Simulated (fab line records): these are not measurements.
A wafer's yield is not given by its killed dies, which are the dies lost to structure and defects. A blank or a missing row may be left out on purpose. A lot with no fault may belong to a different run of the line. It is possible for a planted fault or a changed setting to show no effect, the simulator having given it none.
The tool behind it: which one?    flow sky130    72 wafers from 24 lots sampled at 6 of the route's 708 steps

## WHAT THE GAUGES SHOWED, per wafer
SKY_FIELD_ISO_THK_MEAS_04. Usual: FIELD_ISO_CVD_03_THK 165.3 nm, standard deviation 1.4.
lot   measured     on             FIELD_ISO_CVD_03_THK (nm)  flag
L074  day 1 14:10  film_metro-03  166.9 166.9 166.6          
L075  day 1 19:25  film_metro-03  166.2 165.1 166.2          
L076  day 1 23:56  film_metro-02  164.8 166.0 164.4          
L077  day 2 07:02  film_metro-04  166.4 164.5 165.7          
L078  day 2 15:28  film_metro-03  166.7 166.3 168.4          
L079  day 2 15:29  film_metro-04  164.7 166.3 166.4          
L080  day 2 22:35  film_metro-04  167.1 167.1 167.4          
L081  day 3 00:29  film_metro-03  162.3 164.2 162.0          
L082  day 3 05:29  film_metro-04  164.8 166.0 164.7          
L083  day 3 10:29  film_metro-02  164.3 163.6 164.1          
L084  day 3 16:05  film_metro-03  166.8 167.2 166.0          
L085  day 3 20:29  film_metro-03  163.1 162.0 162.2          
L086  day 4 01:29  film_metro-04  165.7 164.5 164.1          
L087  day 4 06:52  film_metro-03  166.0 166.1 166.5          
L088  day 4 14:38  film_metro-04  164.4 165.0 163.2          
L089  day 4 17:46  film_metro-02  165.3 163.2 164.0          
L090  day 5 00:04  film_metro-03  166.7 167.5 165.9          
L091  day 5 02:29  film_metro-02  165.6 165.9 166.1          
L092  day 5 09:41  film_metro-04  166.4 165.1 164.3          
L093  day 5 13:55  film_metro-03  164.9 166.3 166.0          
L094  day 5 17:57  film_metro-03  163.6 163.6 164.6          
L095  day 5 22:29  film_metro-02  166.6 166.4 167.0          
L096  day 6 04:16  film_metro-04  164.1 165.4 163.6          
L097  day 6 08:42  film_metro-04  164.0 164.6 164.5          

SKY_VT_ADJUST_HVTP_TW_MEAS_11. Usual: VT_ADJUST_HVTP_TW 1347, standard deviation 14.
lot   measured      on             VT_ADJUST_HVTP_TW  flag
L074  day 6 08:41   film_metro-01  1336 1342 1336     
L075  day 6 15:12   film_metro-01  1339 1340 1336     
L076  day 6 17:17   film_metro-03  1330 1325 1325     
L077  day 6 20:53   film_metro-03  1326 1324 1329     
L078  day 7 08:23   film_metro-01  1342 1344 1338     
L079  day 7 12:32   film_metro-02  1358 1366 1368     
L080  day 7 17:01   film_metro-02  1359 1366 1357     
L081  day 7 20:52   film_metro-02  1359 1367 1364     
L082  day 8 01:56   film_metro-02  1358 1368 1366     
L083  day 8 10:28   film_metro-01  1335 1337 1330     
L084  day 8 16:59   film_metro-02  1362 1366 1358     
L085  day 8 23:44   film_metro-03  1341 1336 1333     
L086  day 9 05:41   film_metro-02  1351 1355 1353     
L087  day 9 14:20   film_metro-02  1364 1357 1367     
L088  day 9 19:50   film_metro-02  1363 1363 1357     
L089  day 9 23:13   film_metro-02  1355 1350 1354     
L090  day 10 06:38  film_metro-02  1361 1364 1360     
L091  day 10 11:55  film_metro-03  1328 1335 1327     
L092  day 10 21:29  film_metro-01  1331 1332 1331     
L093  day 11 00:01  film_metro-01  1338 1332 1332     
L094  day 11 09:59  film_metro-01  1340 1337 1337     
L095  day 11 14:59  film_metro-01  1338 1337 1338     
L096  day 11 18:19  film_metro-01  1334 1343 1339     
L097  day 11 23:29  film_metro-02  1367 1364 1365     

SKY_VT_ADJUST_NCORE_CD_MEAS_07: the cd target is 380 nm. Usual: cd_nm reads 379.4 nm (standard deviation 2.7).
lot   measured      on         cd_nm (nm)         flag
L074  day 8 20:29   cd_sem-01  378.1 378.5 377.5  
L075  day 9 04:21   cd_sem-01  377.7 377.4 378.2  
L076  day 9 06:03   cd_sem-02  382.0 380.5 382.7  
L077  day 9 10:49   cd_sem-02  383.3 378.2 377.7  
L078  day 9 22:52   cd_sem-01  377.9 377.0 375.6  
L079  day 10 04:17  cd_sem-02  376.1 376.6 375.1  
L080  day 10 09:11  cd_sem-01  381.2 374.8 379.8  
L081  day 10 13:57  cd_sem-01  381.0 379.8 380.0  
L082  day 10 18:12  cd_sem-01  376.9 377.8 375.6  
L083  day 11 04:46  cd_sem-01  381.4 381.8 380.2  
L084  day 11 11:31  cd_sem-01  384.0 384.1 381.5  
L085  day 11 18:50  cd_sem-02  374.8 375.7 373.3  
L086  day 12 01:38  cd_sem-02  381.5 377.9 378.2  
L087  day 12 11:13  cd_sem-01  379.8 379.6 380.8  
L088  day 12 17:37  cd_sem-01  381.7 381.3 382.2  
L089  day 12 22:49  cd_sem-02  383.8 384.7 381.2  
L090  day 13 05:54  cd_sem-01  379.8 378.1 378.8  
L091  day 13 12:02  cd_sem-02  379.8 376.1 380.9  
L092  day 13 23:39  cd_sem-01  383.2 383.7 384.5  
L093  day 14 02:37  cd_sem-02  375.4 375.3 375.4  
L094  day 14 12:00  cd_sem-02  378.5 377.2 376.5  
L095  day 14 18:59  cd_sem-01  382.2 383.2 382.5  
L096  day 14 22:47  cd_sem-02  378.8 376.9 380.9  
L097  day 15 03:59  cd_sem-01  377.3 379.2 379.1  

SKY_SONOS_TUNNEL_TW_MEAS_12. Usual: SONOS_TUNNEL_TW 194.5, standard deviation 1.
lot   measured      on             SONOS_TUNNEL_TW    flag
L074  day 11 17:00  film_metro-03  194.8 194.2 192.1  
L075  day 12 01:07  film_metro-01  193.2 194.3 194.3  
L076  day 12 03:01  film_metro-03  193.1 192.4 193.0  
L077  day 12 08:39  film_metro-01  194.2 194.0 194.7  
L078  day 12 21:55  film_metro-01  194.4 193.6 193.2  
L079  day 13 05:25  film_metro-01  192.8 193.6 193.3  
L080  day 13 10:14  film_metro-04  195.1 194.2 194.2  
L081  day 13 15:15  film_metro-04  195.2 195.1 195.6  
L082  day 13 21:03  film_metro-01  192.0 193.9 194.0  
L083  day 14 08:26  film_metro-03  195.2 196.5 196.1  
L084  day 14 17:13  film_metro-01  193.7 192.8 194.2  
L085  day 15 00:05  film_metro-01  194.7 193.5 193.2  
L086  day 15 09:00  film_metro-01  194.1 194.8 194.1  
L087  day 15 18:59  film_metro-03  193.6 194.3 194.9  
L088  day 16 01:26  film_metro-04  195.6 195.4 195.3  
L089  day 16 07:07  film_metro-04  194.8 195.7 195.4  
L090  day 16 15:16  film_metro-01  194.7 194.4 194.4  
L091  day 16 22:56  film_metro-01  194.4 195.3 194.6  
L092  day 17 11:16  film_metro-03  194.6 195.3 195.0  
L093  day 17 15:44  film_metro-03  194.8 194.4 193.1  
L094  day 18 01:03  film_metro-04  196.9 197.1 196.9  
L095  day 18 08:32  film_metro-01  194.1 194.5 195.0  
L096  day 18 12:48  film_metro-01  194.6 193.6 194.8  
L097  day 18 19:33  film_metro-01  195.0 194.0 194.1  

## WHICH TOOL RAN EACH LOT (tool, then ch and the chambers of the sampled wafers, then the start)
lot   SKY_DNWELL_STRIP_08                  SKY_NWELL_STRIP_25
L074  plasma_asher-02 ch 0,1, day 3 11:15  plasma_asher-01 ch 0,1, day 5 13:25
L075  plasma_asher-02 ch 0,1, day 3 15:26  plasma_asher-01 ch 0,1, day 5 19:44
L076  plasma_asher-01 ch 0,1, day 3 17:12  plasma_asher-02 ch 0,1, day 5 21:52
L077  plasma_asher-01 ch 0,1, day 3 20:19  plasma_asher-03 ch 0,1, day 6 01:48
L078  plasma_asher-01 ch 0,1, day 4 06:16  plasma_asher-03 ch 0,1, day 6 12:12
L079  plasma_asher-02 ch 0,1, day 4 09:24  plasma_asher-02 ch 0,1, day 6 16:34
L080  plasma_asher-04 ch 0,1, day 4 13:32  plasma_asher-02 ch 0,1, day 6 20:23
L081  plasma_asher-02 ch 0,1, day 4 16:45  plasma_asher-02 ch 1, day 7 00:46
L082  plasma_asher-02 ch 0,1, day 4 20:39  plasma_asher-03 ch 0,1, day 7 04:46
L083  plasma_asher-04 ch 0,1, day 5 04:27  plasma_asher-02 ch 0,1, day 7 13:43
L084  plasma_asher-02 ch 0,1, day 5 10:13  plasma_asher-03 ch 0,1, day 7 19:34
L085  plasma_asher-01 ch 0,1, day 5 14:04  plasma_asher-01 ch 0,1, day 8 02:18
L086  plasma_asher-01 ch 0,1, day 5 20:49  plasma_asher-02 ch 0,1, day 8 07:55
L087  plasma_asher-02 ch 0,1, day 6 03:22  plasma_asher-01 ch 0,1, day 8 15:45
L088  plasma_asher-01 ch 0,1, day 6 07:57  plasma_asher-02 ch 0,1, day 8 21:23
L089  plasma_asher-04 ch 0,1, day 6 11:52  plasma_asher-02 ch 0,1, day 9 00:58
L090  plasma_asher-04 ch 0,1, day 6 18:27  plasma_asher-03 ch 0,1, day 9 08:58
L091  plasma_asher-01 ch 0,1, day 6 22:30  plasma_asher-03 ch 1, day 9 13:33
L092  plasma_asher-04 ch 0,1, day 7 05:24  plasma_asher-03 ch 0,1, day 9 21:39
L093  plasma_asher-02 ch 0,1, day 7 09:51  plasma_asher-02 ch 0,1, day 10 01:10
L094  plasma_asher-02 ch 0,1, day 7 17:03  plasma_asher-02 ch 0,1, day 10 10:07
L095  plasma_asher-01 ch 1, day 7 21:43    plasma_asher-03 ch 0,1, day 10 15:04
L096  plasma_asher-01 ch 0,1, day 8 00:57  plasma_asher-03 ch 0,1, day 10 17:28
L097  plasma_asher-01 ch 0,1, day 8 06:16  plasma_asher-03 ch 0,1, day 10 23:19
- SKY_DNWELL_STRIP_08: strips in O2/N2.
- SKY_NWELL_STRIP_25: strips in O2/N2.

## AS READ BY THE TOOLS THEMSELVES (means over the sampled wafers that have a number; for cases with no such wafer, the mark the record gives instead)
SKY_DNWELL_STRIP_08. Usual: drypump_motor_current_A 5.3 A, standard deviation 0.33; oes_product_au 0.722 a.u., standard deviation 0.0047; strip_time_to_endpoint_s 36.88 s, standard deviation 0.091.
lot   tool             drypump_motor_current_A (A)  oes_product_au (a.u.)  strip_time_to_endpoint_s (s)  flag
L074  plasma_asher-02  5.7                          0.722                  37.03                         
L075  plasma_asher-02  5.6                          0.720                  36.94                         
L076  plasma_asher-01  5.0                          0.722                  36.86                         
L077  plasma_asher-01  5.0                          0.724                  36.86                         
L078  plasma_asher-01  5.2                          0.722                  36.92                         
L079  plasma_asher-02  5.7                          0.718                  36.95                         
L080  plasma_asher-04  5.2                          0.723                  36.69                         
L081  plasma_asher-02  5.7                          0.718                  36.79                         
L082  plasma_asher-02  5.6                          0.716                  36.88                         
L083  plasma_asher-04  5.2                          0.722                  36.88                         
L084  plasma_asher-02  5.7                          0.720                  36.88                         
L085  plasma_asher-01  5.2                          0.726                  36.96                         
L086  plasma_asher-01  5.0                          0.722                  36.84                         
L087  plasma_asher-02  5.6                          0.723                  36.83                         
L088  plasma_asher-01  5.2                          0.725                  36.80                         
L089  plasma_asher-04  5.2                          0.723                  36.78                         
L090  plasma_asher-04  5.1                          0.722                  36.75                         
L091  plasma_asher-01  5.0                          0.722                  36.81                         
L092  plasma_asher-04  5.2                          0.726                  36.91                         
L093  plasma_asher-02  5.6                          0.721                  37.06                         
L094  plasma_asher-02  5.7                          0.727                  36.84                         
L095  plasma_asher-01  5.4                          0.724                  36.81                         
L096  plasma_asher-01  5.2                          0.723                  36.94                         
L097  plasma_asher-01  5.0                          0.722                  36.94                         

SKY_NWELL_STRIP_25. Usual: drypump_motor_current_A 5.7 A, standard deviation 0.32; oes_product_au 0.722 a.u., standard deviation 0.0049; strip_time_to_endpoint_s 36.89 s, standard deviation 0.1.
lot   tool             drypump_motor_current_A (A)  oes_product_au (a.u.)  strip_time_to_endpoint_s (s)  flag
L074  plasma_asher-01  5.2                          0.722                  36.83                         
L075  plasma_asher-01  5.2                          0.726                  36.94                         
L076  plasma_asher-02  5.7                          0.716                  36.98                         
L077  plasma_asher-03  6.0                          0.726                  36.96                         
L078  plasma_asher-03  5.9                          0.720                  36.78                         
L079  plasma_asher-02  5.6                          0.723                  36.98                         
L080  plasma_asher-02  5.7                          0.722                  36.92                         
L081  plasma_asher-02  5.7                          0.724                  36.81                         
L082  plasma_asher-03  5.9                          0.716                  36.75                         
L083  plasma_asher-02  5.6                          0.723                  36.85                         
L084  plasma_asher-03  5.9                          0.718                  36.84                         
L085  plasma_asher-01  5.2                          0.722                  37.01                         
L086  plasma_asher-02  5.7                          0.725                  36.86                         
L087  plasma_asher-01  5.2                          0.726                  36.81                         
L088  plasma_asher-02  5.7                          0.723                  36.87                         
L089  plasma_asher-02  5.6                          0.725                  37.00                         
L090  plasma_asher-03  6.0                          0.718                  36.80                         
L091  plasma_asher-03  5.9                          0.722                  36.93                         
L092  plasma_asher-03  5.9                          0.721                  36.81                         
L093  plasma_asher-02  5.6                          0.722                  36.82                         
L094  plasma_asher-02  5.6                          0.723                  36.96                         
L095  plasma_asher-03  6.0                          0.721                  37.14                         
L096  plasma_asher-03  5.9                          0.722                  36.84                         
L097  plasma_asher-03  5.9                          0.723                  36.81                         

## THE ANSWER, worked out from the rows above alone
Rule: a lot is off if the mean of its wafers that have a number lies more than 3 standard deviations from the usual mean. Also off: a lot with no number at a reading for which 4 or more lots have one. All remaining lots with rows at the step are treated as sound. Order of review: gauges by route order, followed by the tools' own readings, for which a lot's mean as printed above is used. The first step at which some lot is off is used, and at that step the reading that is off furthest; a lot without a number counts as furthest.
None of the lots is off at any reading shown; this tells nothing.

## WHAT HAD BEEN PUT IN BY THE SIMULATOR
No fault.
